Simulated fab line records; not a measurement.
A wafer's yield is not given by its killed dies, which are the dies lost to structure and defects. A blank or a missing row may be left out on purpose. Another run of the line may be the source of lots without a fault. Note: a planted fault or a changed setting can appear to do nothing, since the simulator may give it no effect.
fab line records | flow sky130
[record] lots = 12 | wafers = 36 | lastDay = 50
route steps=708 shown VT_ADJUST_NCORE@127 LDD_HVN@274 SD_N@356 SD_P@359
lots untouched by any fault: they come from a run of this same line in which no faults occurred
startH: the number of hours between the record's first day and the start of the first shown wafer of the lot | waitH: hours since the lot's step before | " repeats the value in the row above | L1.1+2: a single row standing in for several wafers | - value missing, or start not given | * or withheld: withheld | < > ~ a bound
route shown NAME@n: a module of which the file shows steps, and the number in the route of the first | usual: the fault-free wafers' mean and standard deviation | same: alike in all rows | chamber/n: place in a boat | sites: per-site readings | _std_site: the values' standard deviation | _edge_site: outer sites' mean less inner sites' | radiusMm: how far each site lies from the wafer's centre | mask NAME#n: copy n | behind: the most recent tool/chamber to have shaped the wafer | hold: what put the lot on hold/how long, in hours/how the hold closed | device: whichever transistor did not switch (one of n, p or np) | end of line: tests of these same wafers at the route's end | a step without rows: its recipe alone | killed: count of dies lost to structure and defects at first sort (not the wafer's yield) | map: dies across one wafer; x = killed, . = not, _ = none there
set.NAME: the setting as run; set.NAME@STEP: as run at that earlier step | model.NAME: the simulator's own value behind a step, which no gauge read
a sample of lots followed through the steps of the route, with each step as a table and each wafer as a row
services: the hour from which a tool's chamber was out of use, counted from the record's first day as startH (under 0 if before that day), plus the number of hours and why
[[steps]]
[step SKY_VT_ADJUST_NCORE_OVL_MEAS_08]
[usual] VT_ADJUST_NCORE_OVL = -1.4/1.5
lot.wafer | tool       | chamber | startH | waitH | VT_ADJUST_NCORE_OVL[nm]
L206.1    | overlay-01 | -       | 185.08 | 0.1   | -3.0
L206.3    | "          | -       | "      | "     | -1.2
L206.6    | "          | -       | "      | "     | -1.1
L207.2    | overlay-01 | -       | 196.00 | 0.1   | -3.5
L207.3    | "          | -       | "      | "     | -1.6
L207.6    | "          | -       | "      | "     | -3.1
L208.2    | overlay-01 | -       | 204.64 | 0.1   | -3.6
L208.3    | "          | -       | "      | "     | -1.5
L208.5    | "          | -       | "      | "     | -2.4
L209.2    | overlay-02 | -       | 207.37 | 0.1   | 0.6
L209.3    | "          | -       | "      | "     | 0.2
L209.4    | "          | -       | "      | "     | -1.0
L211.2    | overlay-01 | -       | 224.20 | 0.1   | -2.2
L211.3    | "          | -       | "      | "     | -1.1
L211.4    | "          | -       | "      | "     | -3.3
L212.1    | overlay-02 | -       | 230.73 | 0.1   | 2.3
L212.2    | "          | -       | "      | "     | 0.5
L212.3    | "          | -       | "      | "     | 2.8
L213.2    | overlay-01 | -       | 235.67 | 0.1   | -0.6
L213.4    | "          | -       | "      | "     | -2.6
L213.6    | "          | -       | "      | "     | -1.8
L219.2    | overlay-02 | -       | 274.97 | 0.1   | -0.8
L219.4    | "          | -       | "      | "     | -0.5
L219.6    | "          | -       | "      | "     | -2.2
L221.2    | overlay-01 | -       | 287.20 | 0.1   | -2.3
L221.3    | "          | -       | "      | "     | -0.7
L221.6    | "          | -       | "      | "     | -2.5
L224.1    | overlay-01 | -       | 311.49 | 0.1   | -3.7
L224.3    | "          | -       | "      | "     | -2.5
L224.6    | "          | -       | "      | "     | -4.1
L226.1    | overlay-01 | -       | 323.13 | 0.1   | -3.6
L226.2    | "          | -       | "      | "     | -1.6
L226.4    | "          | -       | "      | "     | -2.6
L228.1    | overlay-02 | -       | 336.43 | 0.1   | 0.4
L228.3    | "          | -       | "      | "     | 0.1
L228.5    | "          | -       | "      | "     | 1.3
[step SKY_VT_ADJUST_NCORE_TW_MEAS_11]
[usual] VT_ADJUST_NCORE_TW = 218.9/1.6
lot.wafer | tool         | chamber | startH | waitH | VT_ADJUST_NCORE_TW
L206.1    | filmMetro-03 | -       | 185.37 | 0.1   | 216.5
L206.3    | "            | -       | "      | "     | 217.4
L206.6    | "            | -       | "      | "     | 215.8
L207.2    | filmMetro-03 | -       | 196.29 | 0.1   | 216.8
L207.3    | "            | -       | "      | "     | 216.9
L207.6    | "            | -       | "      | "     | 216.7
L208.2    | filmMetro-02 | -       | 204.93 | 0.1   | 219.6
L208.3    | "            | -       | "      | "     | 219.3
L208.5    | "            | -       | "      | "     | 220.2
L209.2    | filmMetro-02 | -       | 207.66 | 0.1   | 221.0
L209.3    | "            | -       | "      | "     | 221.8
L209.4    | "            | -       | "      | "     | 221.5
L211.2    | filmMetro-03 | -       | 224.49 | 0.1   | 216.6
L211.3    | "            | -       | "      | "     | 216.2
L211.4    | "            | -       | "      | "     | 217.1
L212.1    | filmMetro-04 | -       | 231.02 | 0.1   | 218.8
L212.2    | "            | -       | "      | "     | 218.7
L212.3    | "            | -       | "      | "     | 219.7
L213.2    | filmMetro-03 | -       | 235.96 | 0.1   | 217.8
L213.4    | "            | -       | "      | "     | 218.2
L213.6    | "            | -       | "      | "     | 217.7
L219.2    | filmMetro-02 | -       | 275.26 | 0.1   | 218.9
L219.4    | "            | -       | "      | "     | 218.9
L219.6    | "            | -       | "      | "     | 219.0
L221.2    | filmMetro-02 | -       | 287.49 | 0.1   | 218.6
L221.3    | "            | -       | "      | "     | 219.4
L221.6    | "            | -       | "      | "     | 219.5
L224.1    | filmMetro-03 | -       | 311.78 | 0.1   | 218.3
L224.3    | "            | -       | "      | "     | 218.4
L224.6    | "            | -       | "      | "     | 219.2
L226.1    | filmMetro-03 | -       | 323.42 | 0.1   | 217.0
L226.2    | "            | -       | "      | "     | 216.9
L226.4    | "            | -       | "      | "     | 217.6
L228.1    | filmMetro-04 | -       | 336.72 | 0.1   | 219.0
L228.3    | "            | -       | "      | "     | 218.6
L228.5    | "            | -       | "      | "     | 219.1
[step SKY_LDD_HVN_OVL_MEAS_07]
[usual] LDD_HVN_OVL = -0.8/1.8
lot.wafer | tool       | chamber | startH | waitH | LDD_HVN_OVL[nm]
L206.1    | overlay-02 | -       | 476.21 | 0.1   | -1.1
L206.3    | "          | -       | "      | "     | -1.5
L206.6    | "          | -       | "      | "     | -2.0
L207.2    | overlay-02 | -       | 486.23 | 0.1   | 1.2
L207.3    | "          | -       | "      | "     | -1.7
L207.6    | "          | -       | "      | "     | -0.9
L209.2    | overlay-01 | -       | 497.62 | 0.1   | -4.2
L209.3    | "          | -       | "      | "     | -2.9
L209.4    | "          | -       | "      | "     | -0.6
L208.2    | overlay-02 | -       | 499.86 | 0.1   | -0.6
L208.3    | "          | -       | "      | "     | -0.3
L208.5    | "          | -       | "      | "     | 1.3
L211.2    | overlay-01 | -       | 514.62 | 0.1   | -1.3
L211.3    | "          | -       | "      | "     | -1.9
L211.4    | "          | -       | "      | "     | 1.4
L212.1    | overlay-01 | -       | 523.06 | 0.1   | -3.0
L212.2    | "          | -       | "      | "     | -1.0
L212.3    | "          | -       | "      | "     | -1.0
L213.2    | overlay-02 | -       | 530.67 | 0.1   | 0.9
L213.4    | "          | -       | "      | "     | -0.7
L213.6    | "          | -       | "      | "     | -0.2
L219.2    | overlay-02 | -       | 577.72 | 0.1   | 2.0
L219.4    | "          | -       | "      | "     | 0.3
L219.6    | "          | -       | "      | "     | 1.1
L221.2    | overlay-02 | -       | 595.08 | 0.1   | -3.5
L221.3    | "          | -       | "      | "     | -1.2
L221.6    | "          | -       | "      | "     | -3.9
L224.1    | overlay-01 | -       | 623.52 | 0.1   | -4.0
L224.3    | "          | -       | "      | "     | -3.3
L224.6    | "          | -       | "      | "     | -2.9
L226.1    | overlay-01 | -       | 636.07 | 0.1   | -1.2
L226.2    | "          | -       | "      | "     | -1.3
L226.4    | "          | -       | "      | "     | -2.7
L228.1    | overlay-01 | -       | 653.01 | 0.1   | -1.9
L228.3    | "          | -       | "      | "     | -1.1
L228.5    | "          | -       | "      | "     | -0.9
[step SKY_SD_N_RTA_14]
[recipe] tempC = 1075 | timeS = 2 | idleTempC = 650 | rampUpCPerS = 150 | rampDownCPerS = 90 | ambient = N2
[usual] lampPowerPct = 15.74/0.048 | rampDownCPerS = 90.000/0.017 | wafer_temp_C_max = 1078.1/1.4
lot.wafer | tool         | chamber | startH | waitH | lampPowerPct | rampDownCPerS | wafer_temp_C_max
L206.1    | rtpAnneal-01 | 0       | 660.19 | 0.0   | 15.70        | 90.010        | 1079.4
L206.3    | "            | 0       | "      | "     | 15.83        | 90.027        | 1078.0
L206.6    | "            | 0       | "      | "     | 15.66        | 90.015        | 1077.9
L207.2    | rtpAnneal-02 | 0       | 669.25 | 0.0   | 15.71        | 89.986        | 1078.2
L207.3    | "            | 0       | "      | "     | 15.69        | 89.993        | 1079.0
L207.6    | "            | 0       | "      | "     | 15.62        | 90.001        | 1079.7
L209.2    | rtpAnneal-01 | 0       | 678.52 | 0.0   | 15.68        | 89.984        | 1076.3
L209.3    | "            | 0       | "      | "     | 15.76        | 90.000        | 1077.4
L209.4    | "            | 0       | "      | "     | 15.73        | 90.014        | 1076.5
L208.2    | rtpAnneal-02 | 0       | 682.35 | 0.0   | 15.64        | 90.000        | 1077.5
L208.3    | "            | 0       | "      | "     | 15.80        | 89.982        | 1077.5
L208.5    | "            | 0       | "      | "     | 15.71        | 90.003        | 1079.0
L211.2    | rtpAnneal-02 | 0       | 696.30 | 0.0   | 15.67        | 90.017        | 1077.4
L211.3    | "            | 0       | "      | "     | 15.66        | 90.009        | 1079.9
L211.4    | "            | 0       | "      | "     | 15.86        | 89.976        | 1076.9
L212.1    | rtpAnneal-01 | 0       | 702.74 | 0.0   | 15.72        | 89.995        | 1077.6
L212.2    | "            | 0       | "      | "     | 15.70        | 90.022        | 1077.7
L212.3    | "            | 0       | "      | "     | 15.82        | 89.999        | 1077.1
L213.2    | rtpAnneal-01 | 0       | 709.92 | 0.0   | 15.72        | 90.020        | 1078.3
L213.4    | "            | 0       | "      | "     | 15.81        | 89.995        | 1081.4
L213.6    | "            | 0       | "      | "     | 15.67        | 89.976        | 1076.2
L219.2    | rtpAnneal-01 | 0       | 752.60 | 0.0   | 15.79        | 90.035        | 1084.4
L219.4    | "            | 0       | "      | "     | 15.78        | 90.007        | 1084.9
L219.6    | "            | 0       | "      | "     | 15.72        | 89.992        | 1087.2
L221.2    | rtpAnneal-01 | 0       | 768.00 | 0.0   | 15.79        | 89.976        | 1084.1
L221.3    | "            | 0       | "      | "     | 15.72        | 90.009        | 1083.8
L221.6    | "            | 0       | "      | "     | 15.82        | 89.990        | 1089.3
L224.1    | rtpAnneal-02 | 0       | 793.96 | 0.0   | 15.75        | 89.972        | 1080.6
L224.3    | "            | 0       | "      | "     | 15.73        | 90.014        | 1079.7
L224.6    | "            | 0       | "      | "     | 15.74        | 89.985        | 1076.5
L226.1    | rtpAnneal-02 | 0       | 805.51 | 0.0   | 15.74        | 89.979        | 1077.0
L226.2    | "            | 0       | "      | "     | 15.74        | 90.017        | 1080.6
L226.4    | "            | 0       | "      | "     | 15.73        | 89.992        | 1077.0
L228.1    | rtpAnneal-02 | 0       | 821.04 | 0.0   | 15.72        | 90.000        | 1078.7
L228.3    | "            | 0       | "      | "     | 15.73        | 90.046        | 1077.8
L228.5    | "            | 0       | "      | "     | 15.75        | 89.992        | 1075.8
[step SKY_SD_N_RS_MEAS_16]
[recipe] thkMeasGauge = four-point-probe
[usual] SD_N_RS = 68.56/0.12
lot.wafer | tool         | chamber | startH | waitH | SD_N_RS[ohm/sq]
L206.1    | filmMetro-01 | -       | 660.37 | 0.1   | 68.74
L206.3    | "            | -       | "      | "     | 68.63
L206.6    | "            | -       | "      | "     | 68.63
L207.2    | filmMetro-04 | -       | 669.43 | 0.1   | 68.64
L207.3    | "            | -       | "      | "     | 68.59
L207.6    | "            | -       | "      | "     | 68.43
L209.2    | filmMetro-02 | -       | 678.70 | 0.1   | 68.53
L209.3    | "            | -       | "      | "     | 68.51
L209.4    | "            | -       | "      | "     | 68.45
L208.2    | filmMetro-02 | -       | 682.53 | 0.1   | 68.59
L208.3    | "            | -       | "      | "     | 68.53
L208.5    | "            | -       | "      | "     | 68.63
L211.2    | filmMetro-04 | -       | 696.49 | 0.1   | 68.45
L211.3    | "            | -       | "      | "     | 68.34
L211.4    | "            | -       | "      | "     | 68.47
L212.1    | filmMetro-01 | -       | 702.91 | 0.1   | 68.63
L212.2    | "            | -       | "      | "     | 68.65
L212.3    | "            | -       | "      | "     | 68.43
L213.2    | filmMetro-01 | -       | 710.10 | 0.1   | 68.86
L213.4    | "            | -       | "      | "     | 68.71
L213.6    | "            | -       | "      | "     | 68.73
L219.2    | filmMetro-01 | -       | 752.78 | 0.1   | 67.33
L219.4    | "            | -       | "      | "     | 67.52
L219.6    | "            | -       | "      | "     | 67.23
L221.2    | filmMetro-01 | -       | 768.18 | 0.1   | 67.33
L221.3    | "            | -       | "      | "     | 67.22
L221.6    | "            | -       | "      | "     | 67.46
L224.1    | filmMetro-01 | -       | 794.13 | 0.1   | 68.60
L224.3    | "            | -       | "      | "     | 68.53
L224.6    | "            | -       | "      | "     | 68.71
L226.1    | filmMetro-02 | -       | 805.69 | 0.1   | 68.60
L226.2    | "            | -       | "      | "     | 68.62
L226.4    | "            | -       | "      | "     | 68.65
L228.1    | filmMetro-02 | -       | 821.22 | 0.1   | 68.52
L228.3    | "            | -       | "      | "     | 68.81
L228.5    | "            | -       | "      | "     | 68.70
[step SKY_SD_N_RS_MEAS_17]
[recipe] thkMeasGauge = four-point-probe
[usual] SD_P_RS = 147.1/0.34
lot.wafer | tool         | chamber | startH | waitH | SD_P_RS[ohm/sq]
L206.1    | filmMetro-01 | -       | 660.49 | 0.1   | 147.4
L206.3    | "            | -       | "      | "     | 146.7
L206.6    | "            | -       | "      | "     | 147.2
L207.2    | filmMetro-04 | -       | 669.55 | 0.1   | 147.4
L207.3    | "            | -       | "      | "     | 147.1
L207.6    | "            | -       | "      | "     | 147.4
L209.2    | filmMetro-02 | -       | 678.82 | 0.1   | 147.1
L209.3    | "            | -       | "      | "     | 147.2
L209.4    | "            | -       | "      | "     | 147.2
L208.2    | filmMetro-02 | -       | 682.65 | 0.1   | 148.0
L208.3    | "            | -       | "      | "     | 147.6
L208.5    | "            | -       | "      | "     | 147.3
L211.2    | filmMetro-04 | -       | 696.61 | 0.1   | 146.4
L211.3    | "            | -       | "      | "     | 146.5
L211.4    | "            | -       | "      | "     | 146.4
L212.1    | filmMetro-01 | -       | 703.03 | 0.1   | 146.8
L212.2    | "            | -       | "      | "     | 147.0
L212.3    | "            | -       | "      | "     | 146.6
L213.2    | filmMetro-01 | -       | 710.22 | 0.1   | 147.8
L213.4    | "            | -       | "      | "     | 147.1
L213.6    | "            | -       | "      | "     | 147.0
L219.2    | filmMetro-01 | -       | 752.90 | 0.1   | 140.8
L219.4    | "            | -       | "      | "     | 141.0
L219.6    | "            | -       | "      | "     | 140.7
L221.2    | filmMetro-01 | -       | 768.30 | 0.1   | 140.4
L221.3    | "            | -       | "      | "     | 141.2
L221.6    | "            | -       | "      | "     | 140.7
L224.1    | filmMetro-01 | -       | 794.25 | 0.1   | 147.0
L224.3    | "            | -       | "      | "     | 147.2
L224.6    | "            | -       | "      | "     | 147.2
L226.1    | filmMetro-02 | -       | 805.81 | 0.1   | 146.9
L226.2    | "            | -       | "      | "     | 147.4
L226.4    | "            | -       | "      | "     | 146.9
L228.1    | filmMetro-02 | -       | 821.34 | 0.1   | 147.2
L228.3    | "            | -       | "      | "     | 147.3
L228.5    | "            | -       | "      | "     | 147.4
[[services]]
tool         | chamber | startH | hours | kind
rtpAnneal-02 | -       | 705.37 | 5.2   | pm
[[key]]
[firstSign] step = SKY_SD_N_RTA_14 | reading = wafer_temp_C_max | direction = up | sigmas = 5.5 | usual = * | struck = *
[effect] step = SKY_SD_N_RS_MEAS_16 | reading = SD_N_RS | direction = down | sigmas = 10 | usual = 68.56 | struck = 67.35
[effect] step = SKY_SD_N_RS_MEAS_17 | reading = SD_P_RS | direction = down | sigmas = 19 | usual = 147.1 | struck = 140.8
metAt SKY_SD_N_RTA_14
struckLots L219,L221
testerLeftOut L219,L221
notActingAt SKY_VT_ADJUST_NCORE_OVL_MEAS_08,SKY_VT_ADJUST_NCORE_TW_MEAS_11,SKY_LDD_HVN_OVL_MEAS_07
onsetBetween 709.92 752.60
[fault] kind = processParameterDrift | tool = rtpAnneal-01 | chamber = - | onsetH = 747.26 | steps = SKY_SD_N_RTA_14 | channel = tempC | offset = * | shape = step | endH = 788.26 | actsIn = * | stated = *
// testerLeftOut: of these lots the tester's yield and bins aren't shown, on N5 and GAA mostly nor the transistor test; their killed dies are dies lost to structure and defects alone, not to doping, threshold or leakage, so they don't give the yield
